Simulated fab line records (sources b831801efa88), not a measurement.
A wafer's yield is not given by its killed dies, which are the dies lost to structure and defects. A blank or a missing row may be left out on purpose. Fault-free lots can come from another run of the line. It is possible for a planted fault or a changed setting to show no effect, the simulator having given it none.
Which tool is to blame? + flow sky130 + Sampling: 11 lots, 33 wafers, 6 of 708 route steps

## WHAT EACH GAUGE READ, for each wafer
SKY_FIELD_ISO_THK_MEAS_23.
| lot  | measured    | on           | FIELD_ISO_OXIDATION_01_THK (nm) |
|------|-------------|--------------|---------------------------------|
| L796 | day 2 07:08 | filmMetro-03 | 10.04 10.19 9.95                |
| L797 | day 2 14:19 | filmMetro-01 | 10.19 10.35 10.23               |
| L798 | day 2 16:52 | filmMetro-03 | 9.72 9.78 9.76                  |
| L801 | day 3 09:31 | filmMetro-02 | 10.21 10.35 10.14               |
| L803 | day 3 19:51 | filmMetro-01 | 10.14 10.31 10.04               |
| L806 | day 4 10:59 | filmMetro-03 | 10.14 10.14 10.03               |
| L811 | day 5 20:31 | filmMetro-02 | 10.28 10.10 10.22               |
| L816 | day 6 15:13 | filmMetro-01 | 10.21 10.39 10.28               |
| L817 | day 6 20:37 | filmMetro-03 | 10.00 10.07 9.91                |
| L818 | day 7 01:25 | filmMetro-02 | 9.99 10.06 9.93                 |
| L819 | day 7 09:01 | filmMetro-02 | 10.07 9.98 9.97                 |

SKY_VT_ADJUST_PCH_TW_MEAS_10.
| lot  | measured     | on           | VT_ADJUST_PCH_TW  |
|------|--------------|--------------|-------------------|
| L796 | day 10 09:56 | filmMetro-02 | 141.0 141.6 141.6 |
| L797 | day 10 14:44 | filmMetro-04 | 142.9 142.4 142.0 |
| L798 | day 10 19:50 | filmMetro-01 | 138.8 139.1 139.7 |
| L801 | day 11 21:47 | filmMetro-02 | 142.2 142.3 142.8 |
| L803 | day 12 15:56 | filmMetro-01 | 140.7 140.0 141.1 |
| L806 | day 13 13:22 | filmMetro-04 | 144.1 144.0 144.6 |
| L811 | day 15 19:04 | filmMetro-02 | 142.7 141.7 142.8 |
| L816 | day 16 22:13 | filmMetro-02 | 142.4 142.2 142.2 |
| L817 | day 17 03:53 | filmMetro-02 | 142.0 142.3 141.3 |
| L818 | day 17 13:49 | filmMetro-01 | 140.5 140.3 140.1 |
| L819 | day 17 19:51 | filmMetro-01 | 140.1 140.1 141.1 |

SKY_SONOS_TUNNEL_CD_MEAS_07: the cd target is 410 nm.
| lot  | measured     | on       | cdNm (nm)         |
|------|--------------|----------|-------------------|
| L796 | day 11 09:02 | cdSem-01 | 412.1 411.9 410.1 |
| L797 | day 11 14:12 | cdSem-01 | 407.9 406.4 405.5 |
| L798 | day 11 20:02 | cdSem-01 | 408.5 409.7 412.1 |
| L801 | day 12 21:25 | cdSem-01 | 412.4 410.5 410.7 |
| L803 | day 13 17:00 | cdSem-01 | 414.1 408.0 411.0 |
| L806 | day 14 16:03 | cdSem-01 | - - -             |
| L811 | day 16 23:09 | cdSem-02 | 411.2 410.6 409.8 |
| L816 | day 18 02:38 | cdSem-02 | 410.8 409.2 409.1 |
| L817 | day 18 09:03 | cdSem-01 | 408.5 408.6 407.1 |
| L818 | day 18 19:29 | cdSem-01 | 414.2 413.8 412.7 |
| L819 | day 19 02:41 | cdSem-01 | 413.6 411.0 411.2 |

SKY_SONOS_TUNNEL_TW_MEAS_12.
| lot  | measured     | on           | SONOS_TUNNEL_TW   |
|------|--------------|--------------|-------------------|
| L796 | day 11 09:36 | filmMetro-04 | 199.7 200.5 200.1 |
| L797 | day 11 14:45 | filmMetro-04 | 199.9 200.5 200.2 |
| L798 | day 11 20:37 | filmMetro-03 | 197.6 196.6 197.6 |
| L801 | day 12 21:59 | filmMetro-02 | 198.4 198.1 197.8 |
| L803 | day 13 17:33 | filmMetro-04 | 200.3 199.2 199.0 |
| L806 | day 14 16:46 | filmMetro-02 | 30.2 30.1 30.0    |
| L811 | day 16 23:43 | filmMetro-03 | 195.8 195.1 196.3 |
| L816 | day 18 03:10 | filmMetro-02 | 195.4 196.2 196.2 |
| L817 | day 18 09:37 | filmMetro-03 | 195.4 194.7 195.1 |
| L818 | day 18 20:04 | filmMetro-04 | 199.8 199.2 200.5 |
| L819 | day 19 03:14 | filmMetro-04 | 199.2 199.3 199.3 |

## WHAT TOOL EACH LOT RAN ON (gives the tool, then ch and the chambers of the sampled wafers, and finally the start)
| lot  | SKY_FIELD_ISO_ETCH_14            | SKY_SONOS_TUNNEL_EXPOSE_04         |
|------|----------------------------------|------------------------------------|
| L796 | rieDiel-04 ch 1,2, day 2 05:25   | ilineStepper-01 ch 0, day 10 21:38 |
| L797 | rieDiel-03 ch 0,3, day 2 11:16   | ilineStepper-01 ch 0, day 11 02:33 |
| L798 | rieDiel-02 ch 1,2,3, day 2 15:09 | ilineStepper-01 ch 0, day 11 08:05 |
| L801 | rieDiel-02 ch 1,2, day 3 07:34   | ilineStepper-01 ch 0, day 12 09:55 |
| L803 | rieDiel-03 ch 0,1, day 3 18:01   | ilineStepper-02 ch 0, day 13 04:30 |
| L806 | rieDiel-04 ch 2,3, day 4 08:22   | ilineStepper-01 ch 0, day 14 02:31 |
| L811 | rieDiel-03 ch 1,2, day 5 13:34   | ilineStepper-02 ch 0, day 16 09:06 |
| L816 | rieDiel-02 ch 2,3, day 6 13:28   | ilineStepper-02 ch 0, day 17 12:09 |
| L817 | rieDiel-04 ch 0,1,3, day 6 18:09 | ilineStepper-01 ch 0, day 17 17:58 |
| L818 | rieDiel-03 ch 0,2,3, day 6 23:36 | ilineStepper-02 ch 0, day 18 04:42 |
| L819 | rieDiel-04 ch 2,3, day 7 06:49   | ilineStepper-01 ch 0, day 18 12:00 |
- SKY_FIELD_ISO_ETCH_14: etches BARC in N2/H2, stops on SiO2, time 45.9 s, target depth 60 nm.
- SKY_SONOS_TUNNEL_EXPOSE_04: exposes mask TUNM, target cd 410 nm.

## WHAT THE TOOLS THEMSELVES READ (means of the sampled wafers that have a number; where no wafer has one, the mark that the record gives instead)
SKY_FIELD_ISO_ETCH_14.
| lot  | tool       | drypumpMotorCurrentA (A) | oesProductAu (a.u.) | throttleValvePct (%) |
|------|------------|--------------------------|---------------------|----------------------|
| L796 | rieDiel-04 | 5.0                      | 0.856               | 13.228               |
| L797 | rieDiel-03 | 5.7                      | 0.857               | 13.217               |
| L798 | rieDiel-02 | 5.6                      | 0.854               | 13.228               |
| L801 | rieDiel-02 | 5.9                      | 0.856               | 13.226               |
| L803 | rieDiel-03 | 5.9                      | 0.853               | 13.224               |
| L806 | rieDiel-04 | 5.6                      | 0.856               | 13.224               |
| L811 | rieDiel-03 | 5.7                      | 0.855               | 13.229               |
| L816 | rieDiel-02 | 5.5                      | 0.855               | 13.227               |
| L817 | rieDiel-04 | 5.9                      | 0.857               | 13.227               |
| L818 | rieDiel-03 | 5.7                      | 0.851               | 13.220               |
| L819 | rieDiel-04 | 5.2                      | 0.851               | 13.230               |

SKY_SONOS_TUNNEL_EXPOSE_04.
| lot  | tool            | exposureDoseMJCm2 |
|------|-----------------|-------------------|
| L796 | ilineStepper-01 | 137.12            |
| L797 | ilineStepper-01 | 137.07            |
| L798 | ilineStepper-01 | 136.97            |
| L801 | ilineStepper-01 | 137.24            |
| L803 | ilineStepper-02 | 137.04            |
| L806 | ilineStepper-01 | 137.05            |
| L811 | ilineStepper-02 | 136.81            |
| L816 | ilineStepper-02 | 137.04            |
| L817 | ilineStepper-01 | 136.87            |
| L818 | ilineStepper-02 | 137.05            |
| L819 | ilineStepper-01 | 137.04            |

## THE ANSWER, worked out from the rows above alone
Rule: the lots themselves supply what counts as usual. Put in order of their means at a reading, lots are off if they are a third of the lots or fewer, leave a main group of 4 or more, and stand apart from it by a gap of 3 or more times the standard deviation of the main group's means; of several such gaps the widest counts. If all means in a main group match to the digits the tables above print for the reading, that group is not used. Also off: a lot with no number at a reading for which 4 or more lots have one. Any other lot the step has rows for is counted as sound. Order of review: gauges by route order, followed by the tools' own readings, for which a lot's mean as printed above is used. At the first step where some lot is off, the reading lying furthest off is the one used; lots without a number count as furthest.
Off: L806, at SKY_SONOS_TUNNEL_CD_MEAS_07 (cdNm). Without a number there: L806. The main group: mean 410.4 nm, standard deviation 1.9.
If a tool, at a process step before that reading, ran all the lots that are off and no sound lot after the first of them, it fits. The gauges at SKY_SONOS_TUNNEL_CD_MEAS_07 aren't tried: what is off there is off at SKY_SONOS_TUNNEL_TW_MEAS_12 too, on other tools, and a gauge's error can't cause that. Of those tried, none fits.

## WHAT THE SIMULATOR HAD PUT IN
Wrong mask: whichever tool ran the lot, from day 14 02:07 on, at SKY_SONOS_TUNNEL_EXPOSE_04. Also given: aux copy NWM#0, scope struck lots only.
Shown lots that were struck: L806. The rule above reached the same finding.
